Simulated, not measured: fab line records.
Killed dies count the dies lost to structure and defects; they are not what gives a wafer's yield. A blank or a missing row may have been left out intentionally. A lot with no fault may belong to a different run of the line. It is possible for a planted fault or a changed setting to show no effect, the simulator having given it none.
fab line records + flow gf180mcu
record
- lots=14
- wafers=42
- lastDay=34
route steps=602 shown M4@458 V4@480
lots with no fault: from the same line, run without faults
startH: hours from the record's opening day to when the first of the lot's shown wafers began + waitH: hours from the lot's prior step to this one + " as in the row above + L1.1+2: a row that stands for several wafers + - value missing, or start not given + * or withheld: withheld + < > ~ a bound
route shown NAME@n: NAME is a module with steps in the file, n the number in the route of the first one + usual: mean/standard deviation of fault-free wafers + same: alike in all rows + chamber/n: place in a boat + sites: the reading at each site + _std_site: the values' standard deviation + _edge_site: outer sites' mean less inner sites' + radiusMm: for every site, how far away it sits from the centre of the wafer + mask NAME#n: copy n + behind: the most recent tool/chamber to have shaped the wafer + hold: why the lot went on hold/how many hours it stayed there/how the hold came to an end + device: whichever transistor did not switch (one of n, p or np) + end of line: the tests these same wafers got at the end of their route + step lacking rows: just its recipe + killed: dies that structure and defects cost at the first sort, which is not the same as the wafer's yield + map: shows each die of a wafer: x if killed, . if not, _ if none is there
set.NAME: setting as actually run; set.NAME@STEP: the setting as run at that earlier step + model.NAME: the simulator's own value behind a step, which no gauge read
the route's steps for a sample of lots (tables are steps, rows are wafers)
services: the hour from which a tool's chamber was out of use, counted from the record's first day as startH (under 0 if before that day), plus the number of hours and why
## steps
# step GF_M4_SPUTTER_02
# recipe
- material=AlCu
- targetThkNm=450
- powerW=10600
- timeS=23.9
- chamberPressurePa=0.4
# usual
- cathodeDcPowerW=10600/2.1
- chamberPressurePa=0.4000/0.00067
- throttleValvePct=29.6/1.1
| lot.wafer | tool          | chamber | startH | waitH | cathodeDcPowerW | chamberPressurePa | throttleValvePct |
|-----------|---------------|---------|--------|-------|-----------------|-------------------|------------------|
| L780.2    | pvdSputter-04 | -       | 519.59 | 0.0   | 10599           | 0.4013            | 27.9             |
| L780.3    | "             | -       | "      | "     | 10598           | 0.4002            | 30.9             |
| L780.4    | "             | -       | "      | "     | 10600           | 0.4006            | 29.1             |
| L781.1    | pvdSputter-02 | -       | 530.90 | 0.0   | 10599           | 0.4005            | 29.8             |
| L781.2    | "             | -       | "      | "     | 10599           | 0.3988            | 30.1             |
| L781.4    | "             | -       | "      | "     | 10602           | 0.4000            | 31.2             |
| L782.1    | pvdSputter-01 | -       | 537.72 | 0.0   | 10598           | 0.4002            | 29.3             |
| L782.3    | "             | -       | "      | "     | 10599           | 0.4007            | 30.7             |
| L782.5    | "             | -       | "      | "     | 10599           | 0.4001            | 31.0             |
| L783.1    | pvdSputter-02 | -       | 549.45 | 0.0   | 10599           | 0.4001            | 31.5             |
| L783.2    | "             | -       | "      | "     | 10599           | 0.3995            | 30.1             |
| L783.3    | "             | -       | "      | "     | 10597           | 0.4000            | 28.0             |
| L784.2    | pvdSputter-04 | -       | 560.07 | 0.0   | 10599           | 0.3993            | 27.8             |
| L784.4    | "             | -       | "      | "     | 10599           | 0.4011            | 29.4             |
| L784.5    | "             | -       | "      | "     | 10601           | 0.4010            | 29.3             |
| L786.2    | pvdSputter-04 | -       | 576.54 | 0.0   | 10602           | 0.4006            | 30.7             |
| L786.5    | "             | -       | "      | "     | 10600           | 0.3997            | 30.9             |
| L786.6    | "             | -       | "      | "     | 10602           | 0.3998            | 28.0             |
| L788.3    | pvdSputter-02 | -       | 593.21 | 0.0   | 10603           | 0.3988            | 31.4             |
| L788.5    | "             | -       | "      | "     | 10600           | 0.4002            | 31.4             |
| L788.6    | "             | -       | "      | "     | 10596           | 0.3996            | 30.2             |
| L790.1    | pvdSputter-02 | -       | 608.68 | 0.0   | 10601           | 0.4006            | 29.5             |
| L790.4    | "             | -       | "      | "     | 10601           | 0.3998            | 30.3             |
| L790.5    | "             | -       | "      | "     | 10598           | 0.4007            | 31.3             |
| L797.1    | pvdSputter-04 | -       | 664.50 | 0.0   | 10598           | 0.3996            | 29.1             |
| L797.4    | "             | -       | "      | "     | 10597           | 0.4007            | 28.2             |
| L797.6    | "             | -       | "      | "     | 10598           | 0.3991            | 29.5             |
| L798.2    | pvdSputter-01 | -       | 664.89 | 0.0   | 10599           | 0.3993            | 30.8             |
| L798.3    | "             | -       | "      | "     | 10600           | 0.3998            | 30.6             |
| L798.5    | "             | -       | "      | "     | 10602           | 0.4005            | 30.9             |
| L799.2    | pvdSputter-04 | -       | 672.99 | 0.0   | 10600           | 0.3995            | 28.1             |
| L799.3    | "             | -       | "      | "     | 10601           | 0.3999            | 29.2             |
| L799.6    | "             | -       | "      | "     | 10603           | 0.3998            | 28.9             |
| L800.4    | pvdSputter-02 | -       | 679.65 | 0.0   | 10597           | 0.3993            | 31.3             |
| L800.5    | "             | -       | "      | "     | 10603           | 0.3999            | 31.2             |
| L800.6    | "             | -       | "      | "     | 10602           | 0.4012            | 28.4             |
| L801.2    | pvdSputter-04 | -       | 687.94 | 0.0   | 10602           | 0.4004            | 28.0             |
| L801.3    | "             | -       | "      | "     | 10600           | 0.4005            | 29.6             |
| L801.6    | "             | -       | "      | "     | 10601           | 0.3996            | 28.2             |
| L802.1    | pvdSputter-01 | -       | 695.16 | 0.0   | 10602           | 0.4008            | 30.8             |
| L802.2    | "             | -       | "      | "     | 10603           | 0.3996            | 29.1             |
| L802.5    | "             | -       | "      | "     | 10599           | 0.4001            | 29.0             |
# step GF_M4_METAL_ETCH_16
# recipe
- chemistry=Cl2/BCl3
- maskMaterial=KrF
- targetDepthNm=627.5
- stopOn=SiO2
- pressureMtorr=8
- icpW=800
- biasW=140
- Cl2_flow_sccm=80
- bcl3FlowSccm=40
- timeS=104.6
# usual
- drypumpMotorCurrentA=5.8/0.53
- mfcCl2Sccm=79.99/0.25
- oesProductAu=0.971/0.0059
- throttleValvePct=28.250/0.0099
| lot.wafer | tool        | chamber | startH | waitH | drypumpMotorCurrentA | mfcCl2Sccm | oesProductAu | rfHoursCounterH | throttleValvePct |
|-----------|-------------|---------|--------|-------|----------------------|------------|--------------|-----------------|------------------|
| L780.2    | rieMetal-02 | 1       | 543.10 | 0.0   | 5.3                  | 79.95      | 0.972        | 7               | 28.255           |
| L780.3    | "           | 0       | "      | "     | 6.3                  | 80.06      | 0.971        | -               | 28.258           |
| L780.4    | "           | 1       | "      | "     | 5.2                  | 79.45      | 0.963        | -               | 28.264           |
| L781.1    | rieMetal-03 | 0       | 553.80 | 0.0   | 6.0                  | 80.27      | 0.971        | 12              | 28.255           |
| L781.2    | "           | 0       | "      | "     | 6.0                  | 79.84      | 0.971        | -               | 28.267           |
| L781.4    | "           | 0       | "      | "     | 6.0                  | 80.33      | 0.958        | -               | 28.260           |
| L782.1    | rieMetal-04 | 1       | 559.85 | 0.0   | 5.1                  | 79.69      | 0.969        | 2               | 28.250           |
| L782.3    | "           | 0       | "      | "     | 6.4                  | 80.00      | 0.958        | -               | 28.250           |
| L782.5    | "           | 1       | "      | "     | 5.1                  | 80.15      | 0.966        | -               | 28.270           |
| L783.1    | rieMetal-03 | 1       | 571.92 | 0.0   | 6.1                  | 79.96      | 0.965        | 0               | 28.271           |
| L783.2    | "           | 0       | "      | "     | 6.0                  | 79.73      | 0.969        | 12              | 28.254           |
| L783.3    | "           | 0       | "      | "     | 6.0                  | 80.02      | 0.980        | -               | 28.244           |
| L784.2    | rieMetal-02 | 0       | 581.80 | 0.0   | 6.2                  | 80.21      | 0.968        | 2               | 28.243           |
| L784.4    | "           | 1       | "      | "     | 5.2                  | 79.42      | 0.973        | -               | 28.261           |
| L784.5    | "           | 1       | "      | "     | 5.2                  | 79.91      | 0.970        | -               | 28.266           |
| L786.2    | rieMetal-03 | 1       | 597.92 | 0.1   | 6.2                  | 79.89      | 0.971        | -               | 28.248           |
| L786.5    | "           | 1       | "      | "     | 6.2                  | 79.81      | 0.972        | -               | 28.248           |
| L786.6    | "           | 1       | "      | "     | 6.1                  | 79.72      | 0.969        | -               | 28.262           |
| L788.3    | rieMetal-04 | 1       | 614.89 | 0.1   | 5.1                  | 79.82      | 0.970        | -               | 28.240           |
| L788.5    | "           | 0       | "      | "     | 6.4                  | 79.61      | 0.968        | -               | 28.259           |
| L788.6    | "           | 1       | "      | "     | 5.1                  | 79.76      | 0.977        | -               | 28.243           |
| L790.1    | rieMetal-02 | 0       | 629.82 | 0.0   | 6.3                  | 79.88      | 0.976        | 3               | 28.240           |
| L790.4    | "           | 0       | "      | "     | 6.2                  | 79.97      | 0.974        | -               | 28.251           |
| L790.5    | "           | 0       | "      | "     | 6.3                  | 79.89      | 0.988        | -               | 28.237           |
| L797.1    | rieMetal-03 | 1       | 683.71 | 0.0   | 6.2                  | 80.20      | 0.972        | 4               | 28.253           |
| L797.4    | "           | 0       | "      | "     | 6.0                  | 80.07      | 0.964        | -               | 28.247           |
| L797.6    | "           | 1       | "      | "     | 6.1                  | 80.25      | 0.969        | -               | 28.249           |
| L798.2    | rieMetal-04 | 1       | 684.10 | 0.1   | 5.1                  | 80.39      | 0.959        | -               | 28.249           |
| L798.3    | "           | 1       | "      | "     | 5.1                  | 80.17      | 0.970        | -               | 28.256           |
| L798.5    | "           | 1       | "      | "     | 5.1                  | 79.80      | 0.966        | -               | 28.250           |
| L799.2    | rieMetal-02 | 1       | 691.92 | 0.0   | 5.3                  | 80.45      | 0.976        | 12              | 28.238           |
| L799.3    | "           | 1       | "      | "     | 5.3                  | 80.07      | 0.973        | -               | 28.255           |
| L799.6    | "           | 0       | "      | "     | 6.2                  | 80.31      | 0.964        | -               | 28.252           |
| L800.4    | rieMetal-04 | 0       | 699.10 | 0.0   | 6.4                  | 80.08      | 0.970        | -               | 28.266           |
| L800.5    | "           | 1       | "      | "     | 5.0                  | 80.17      | 0.977        | -               | 28.253           |
| L800.6    | "           | 0       | "      | "     | 6.4                  | 80.08      | 0.983        | -               | 28.247           |
| L801.2    | rieMetal-04 | 0       | 706.30 | 0.0   | 6.4                  | 79.91      | 0.977        | 0               | 28.233           |
| L801.3    | "           | 1       | "      | "     | 5.1                  | 80.25      | 0.976        | -               | 28.255           |
| L801.6    | "           | 0       | "      | "     | 6.4                  | 79.68      | 0.976        | -               | 28.235           |
| L802.1    | rieMetal-02 | 1       | 713.22 | 0.0   | 5.2                  | 79.86      | 0.962        | 12              | 28.258           |
| L802.2    | "           | 0       | "      | "     | 6.2                  | 80.07      | 0.969        | 6               | 28.246           |
| L802.5    | "           | 0       | "      | "     | 6.2                  | 80.06      | 0.972        | -               | 28.249           |
# step GF_V4_CMP_04
# recipe
- material=SiO2
- downForcePsi=4
- platenRpm=60
- padVelocityMS=0.94248
# usual
- motorCurrentA=12.1/1.2
- timeToEndpointS=82/4.8
| lot.wafer | tool   | chamber | startH | waitH | motorCurrentA | timeToEndpointS |
|-----------|--------|---------|--------|-------|---------------|-----------------|
| L780.2    | cmp-02 | 1       | 544.04 | 0.0   | 12.2          | 82              |
| L780.3    | "      | 3       | "      | "     | 12.2          | 81              |
| L780.4    | "      | 0       | "      | "     | 10.1          | 81              |
| L781.2    | cmp-02 | 3       | 554.90 | 0.0   | 11.7          | 75              |
| L781.4    | "      | 0       | "      | "     | 10.1          | 80              |
| L781.1    | "      | 1       | "      | "     | 13.3          | 79              |
| L782.1    | cmp-02 | 1       | 560.76 | 0.1   | 12.9          | 83              |
| L782.3    | "      | 3       | "      | "     | 12.6          | 82              |
| L782.5    | "      | 2       | "      | "     | 13.5          | 87              |
| L783.1    | cmp-01 | 1       | 573.20 | 0.1   | 10.8          | 81              |
| L783.2    | "      | 2       | "      | "     | 11.4          | 77              |
| L783.3    | "      | 0       | "      | "     | 13.0          | 81              |
| L784.4    | cmp-02 | 0       | 582.79 | 0.1   | 10.1          | 81              |
| L784.2    | "      | 1       | "      | "     | 12.3          | 79              |
| L784.5    | "      | 3       | "      | "     | 11.9          | 81              |
| L786.2    | cmp-02 | 0       | 598.96 | 0.0   | 10.0          | 72              |
| L786.6    | "      | 0       | "      | "     | 10.8          | 77              |
| L786.5    | "      | 1       | "      | "     | 13.2          | 80              |
| L788.3    | cmp-02 | 0       | 615.85 | 0.1   | 10.3          | 80              |
| L788.5    | "      | 3       | "      | "     | 12.1          | 87              |
| L788.6    | "      | 0       | "      | "     | 9.9           | 84              |
| L790.1    | cmp-02 | 2       | 630.72 | 0.1   | 12.7          | 79              |
| L790.4    | "      | 0       | "      | "     | 11.1          | 86              |
| L790.5    | "      | 3       | "      | "     | 11.5          | 84              |
| L797.4    | cmp-02 | 1       | 684.72 | 0.1   | 13.3          | 85              |
| L797.1    | "      | 2       | "      | "     | 12.1          | 83              |
| L797.6    | "      | 0       | "      | "     | 10.0          | 85              |
| L798.3    | cmp-01 | 0       | 685.12 | 0.0   | 13.4          | 82              |
| L798.2    | "      | 2       | "      | "     | 11.1          | 81              |
| L798.5    | "      | 1       | "      | "     | 11.6          | 82              |
| L799.2    | cmp-02 | 2       | 692.92 | 0.1   | 12.9          | 82              |
| L799.3    | "      | 3       | "      | "     | 11.2          | 72              |
| L799.6    | "      | 1       | "      | "     | 13.2          | 81              |
| L800.4    | cmp-01 | 0       | 700.04 | 0.0   | 13.2          | 89              |
| L800.5    | "      | 0       | "      | "     | 13.2          | 85              |
| L800.6    | "      | 1       | "      | "     | 11.3          | 89              |
| L801.2    | cmp-02 | 3       | 707.43 | 0.1   | 12.1          | 93              |
| L801.3    | "      | 1       | "      | "     | 12.2          | 88              |
| L801.6    | "      | 2       | "      | "     | 12.8          | 92              |
| L802.2    | cmp-01 | 3       | 714.13 | 0.0   | 13.4          | 79              |
| L802.1    | "      | 2       | "      | "     | 11.5          | 83              |
| L802.5    | "      | 0       | "      | "     | 14.2          | 78              |
# step GF_V4_SPUTTER_22
# recipe
- material=TiN
- targetThkNm=10
- chamberPressurePa=5
- powerW=4000
- timeS=40
# usual
- cathodeDcPowerW=4000.0/0.77
- chamberPressurePa=5.000/0.0098
- throttleValvePct=29.9/1
| lot.wafer | tool          | chamber | startH | waitH | cathodeDcPowerW | chamberPressurePa | throttleValvePct |
|-----------|---------------|---------|--------|-------|-----------------|-------------------|------------------|
| L780.2    | pvdSputter-03 | -       | 567.79 | 0.0   | 3999.9          | 4.983             | 30.2             |
| L780.3    | "             | -       | "      | "     | 3999.3          | 4.998             | 31.6             |
| L780.4    | "             | -       | "      | "     | 3998.3          | 5.012             | 30.5             |
| L781.1    | pvdSputter-03 | -       | 578.42 | 0.0   | 4000.2          | 4.991             | 28.8             |
| L781.2    | "             | -       | "      | "     | 3999.7          | 5.005             | 30.4             |
| L781.4    | "             | -       | "      | "     | 3999.5          | 4.990             | 30.1             |
| L782.1    | pvdSputter-04 | -       | 583.83 | 0.0   | 3999.5          | 5.000             | 30.8             |
| L782.3    | "             | -       | "      | "     | 3999.5          | 5.010             | 28.1             |
| L782.5    | "             | -       | "      | "     | 3998.4          | 4.994             | 28.2             |
| L783.1    | pvdSputter-03 | -       | 596.34 | 0.0   | 4000.8          | 4.991             | 31.6             |
| L783.2    | "             | -       | "      | "     | 4001.0          | 5.011             | 30.4             |
| L783.3    | "             | -       | "      | "     | 3999.9          | 5.009             | 28.7             |
| L784.2    | pvdSputter-01 | -       | 604.37 | 0.0   | 3999.6          | 5.014             | 30.9             |
| L784.4    | "             | -       | "      | "     | 4001.6          | 4.995             | 29.5             |
| L784.5    | "             | -       | "      | "     | 3998.9          | 5.019             | 29.2             |
| L786.2    | pvdSputter-01 | -       | 620.90 | 0.0   | 4000.3          | 5.010             | 29.1             |
| L786.5    | "             | -       | "      | "     | 3999.3          | 5.004             | 29.1             |
| L786.6    | "             | -       | "      | "     | 3998.1          | 4.991             | 30.6             |
| L788.3    | pvdSputter-01 | -       | 637.34 | 0.0   | 3999.0          | 5.005             | 30.9             |
| L788.5    | "             | -       | "      | "     | 3999.6          | 5.011             | 29.2             |
| L788.6    | "             | -       | "      | "     | 4000.2          | 4.989             | 30.7             |
| L790.1    | pvdSputter-03 | -       | 652.54 | 0.0   | 4000.1          | 4.991             | 31.7             |
| L790.4    | "             | -       | "      | "     | 3998.9          | 4.999             | 28.7             |
| L790.5    | "             | -       | "      | "     | 4000.0          | 4.999             | 30.1             |
| L797.1    | pvdSputter-03 | -       | 704.34 | 0.0   | -               | -                 | -                |
| L797.4    | "             | -       | "      | "     | -               | -                 | -                |
| L797.6    | "             | -       | "      | "     | -               | -                 | -                |
| L798.2    | pvdSputter-04 | -       | 704.58 | 0.0   | -               | -                 | -                |
| L798.3    | "             | -       | "      | "     | -               | -                 | -                |
| L798.5    | "             | -       | "      | "     | -               | -                 | -                |
| L799.2    | pvdSputter-01 | -       | 712.37 | 0.0   | 3999.9          | 4.994             | 30.8             |
| L799.3    | "             | -       | "      | "     | 3999.8          | 5.020             | 29.1             |
| L799.6    | "             | -       | "      | "     | 3999.3          | 5.020             | 29.2             |
| L800.4    | pvdSputter-01 | -       | 719.16 | 0.0   | 4000.0          | 4.983             | 30.7             |
| L800.5    | "             | -       | "      | "     | 3999.9          | 4.993             | 28.9             |
| L800.6    | "             | -       | "      | "     | 4000.4          | 5.017             | 30.6             |
| L801.2    | pvdSputter-03 | -       | 726.43 | 0.0   | 4000.5          | 4.999             | 30.3             |
| L801.3    | "             | -       | "      | "     | 3999.7          | 5.006             | 31.7             |
| L801.6    | "             | -       | "      | "     | 3998.7          | 5.011             | 31.6             |
| L802.1    | pvdSputter-04 | -       | 733.24 | 0.0   | 3998.8          | 5.010             | 29.0             |
| L802.2    | "             | -       | "      | "     | 3998.9          | 4.992             | 30.7             |
| L802.5    | "             | -       | "      | "     | 4000.1          | 4.999             | 29.3             |
## services
| tool          | chamber | startH | hours | kind                          |
|---------------|---------|--------|-------|-------------------------------|
| rieMetal-04   | -       | 499.10 | 1.2   | repair                        |
| rieMetal-03   | 0       | 505.89 | 15.6  | repair                        |
| pvdSputter-03 | -       | 529.51 | 9.7   | repair                        |
| rieMetal-03   | -       | 544.31 | 2.8   | pm                            |
| rieMetal-02   | -       | 569.62 | 0.4   | repair                        |
| pvdSputter-01 | -       | 571.38 | 22.5  | repair                        |
| cmp-02        | -       | 572.92 | 4.0   | pm                            |
| cmp-02        | -       | 576.92 | -     | consumableReplace:conditioner |
| cmp-02        | -       | 576.92 | -     | consumableReplace:pad         |
| rieMetal-03   | -       | 589.85 | 2.3   | repair                        |
| cmp-02        | -       | 611.68 | 0.8   | repair                        |
| cmp-02        | -       | 618.96 | 6.3   | pm                            |
| pvdSputter-02 | -       | 620.63 | 1.9   | repair                        |
| rieMetal-04   | 1       | 662.39 | 16.7  | repair                        |
| rieMetal-03   | -       | 663.95 | 1.7   | repair                        |
| rieMetal-04   | -       | 665.39 | 1.1   | repair                        |
| rieMetal-04   | -       | 676.23 | 0.2   | repair                        |
| rieMetal-04   | 0       | 679.13 | -     | clean                         |
| rieMetal-04   | 0       | 679.13 | 17.0  | scheduledDown                 |
| pvdSputter-01 | -       | 701.40 | 2.1   | repair                        |
| cmp-01        | -       | 701.87 | 0.6   | repair                        |
| rieMetal-03   | -       | 702.87 | 0.6   | repair                        |
| cmp-01        | -       | 717.78 | 4.7   | repair                        |
| cmp-01        | -       | 732.01 | 0.3   | repair                        |
## key
firstSign
- step=GF_V4_SPUTTER_22
- reading=toolRecord
- direction=missing
effect none on later readings
metAt GF_V4_SPUTTER_22
struckLots L797,L798
laterRowsLeftOut L797.1,L797.4,L797.6,L798.2,L798.3,L798.5
sortLeftOut L797.1,L797.4,L797.6,L798.2,L798.3,L798.5
notActingAt GF_M4_SPUTTER_02,GF_M4_METAL_ETCH_16,GF_V4_CMP_04
onsetBetween 652.54 704.34
fault
- kind=skippedStepWhole
- tool=pvdSputter-03,pvdSputter-04
- chamber=-
- onsetH=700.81
- steps=GF_V4_SPUTTER_22
- scope=struckLotsOnly
# sortLeftOut: the simulated sort isn't trusted on such a fault, so these wafers' sort isn't shown, and their yield isn't known
# laterRowsLeftOut: the simulator's readings of these wafers behind a module that went badly wrong aren't trusted and aren't shown, but for the sort
